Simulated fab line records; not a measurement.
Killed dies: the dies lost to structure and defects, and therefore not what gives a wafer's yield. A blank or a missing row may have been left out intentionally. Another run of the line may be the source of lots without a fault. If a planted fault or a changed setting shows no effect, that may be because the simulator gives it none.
2 desks, one fault :: flow sky130 :: what lay behind the numbers comes last; until then each desk has only its own

TOOL OWNER'S DESK, pvd sputter-04
At SKY_CAPM_SPUTTER_02 (material TiN, target thk 200 nm, time 166.7 s) the tool's own readings: per lot run on this tool, the mean of the sampled wafers that have a number. If a lot's mean is further than 4 standard deviations from the usual mean, the lot is out of limits and carries the mark OUT (the distance appears in the brackets).
Columns: A = cathode dc power W at SKY_CAPM_SPUTTER_02, usual 6500.0 W; B = throttle valve pct at SKY_CAPM_SPUTTER_02, usual 30.2 %
lot: L727
first seen here: day 37 02:29
A: 6500.0
B: 30.6

lot: L730
first seen here: day 38 04:34
A: 6501.4
B: 30.0

lot: L736
first seen here: day 39 23:23
A: 6500.5
B: 30.2

lot: L742
first seen here: day 41 08:02
A: 6500.5
B: 31.0

lot: L743
first seen here: day 41 13:17
A: 6499.3
B: 30.2

lot: L744
first seen here: day 42 01:50
A: 6499.1
B: 30.0

lot: L745
first seen here: day 42 02:42
A: 6501.7
B: 30.3
This desk found nothing out of limits on any of the 7 lots.

FROM THE METROLOGY DESK
What the gauges read for every lot (on any tool): the sampled wafers with a number, averaged. If a lot's mean is further than 4 standard deviations from the usual mean, the lot is out of limits and carries the mark OUT (the distance appears in the brackets).
Columns: A = CAPM_TIN_RS at SKY_CAPM_RS_MEAS_03, usual 6.92 ohm/sq; B = CAPM_TIN_THK at SKY_CAPM_THK_MEAS_04, usual 196.4 nm
lot: L727
first seen here: day 37 02:36
A: 6.88
B: 196.3

lot: L729
first seen here: day 37 15:56
A: 6.83
B: 197.9

lot: L730
first seen here: day 38 04:41
A: 6.89
B: 197.2

lot: L731
first seen here: day 38 08:05
A: 7.02
B: 194.5

lot: L735
first seen here: day 39 11:45
A: 6.91
B: 197.2

lot: L736
first seen here: day 39 23:30
A: 6.84
B: 199.0

lot: L742
first seen here: day 41 08:09
A: 6.83
B: 198.9

lot: L743
first seen here: day 41 13:26
A: 7.76 (+12) OUT
B: 175.9 (-9.8) OUT

lot: L744
first seen here: day 42 01:59
A: 7.89 (+14) OUT
B: 172.3 (-11) OUT

lot: L745
first seen here: day 42 02:49
A: 7.86 (+13) OUT
B: 172.8 (-11) OUT

lot: L746
first seen here: day 42 16:38
A: 6.93
B: 196.4

lot: L748
first seen here: day 43 02:20
A: 6.86
B: 197.8
Finding of this desk: L743, L744, L745 out of limits, first seen on L743 at day 41 13:26 (CAPM_TIN_RS at SKY_CAPM_RS_MEAS_03). L727, L729, L730, L731, L735, L736, L742, L746, L748 stayed within limits.

PUT TOGETHER
At day 41 13:26 the metrology desk could have sounded an alarm, on L743, L744, L745.
Nothing out of limits was seen by the tool owner's desk.
On record at the tool owner's desk: L743, L744, L745, within its limits.
On pvd sputter-04, each named lot ran SKY_CAPM_SPUTTER_02.

WHAT THE SIMULATOR PUT IN
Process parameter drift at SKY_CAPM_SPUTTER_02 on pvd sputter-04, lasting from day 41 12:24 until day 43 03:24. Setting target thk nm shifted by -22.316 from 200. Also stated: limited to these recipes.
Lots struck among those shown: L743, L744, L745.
Hours from the fault's start to each desk's first reading out of limits: the metrology desk, 1.
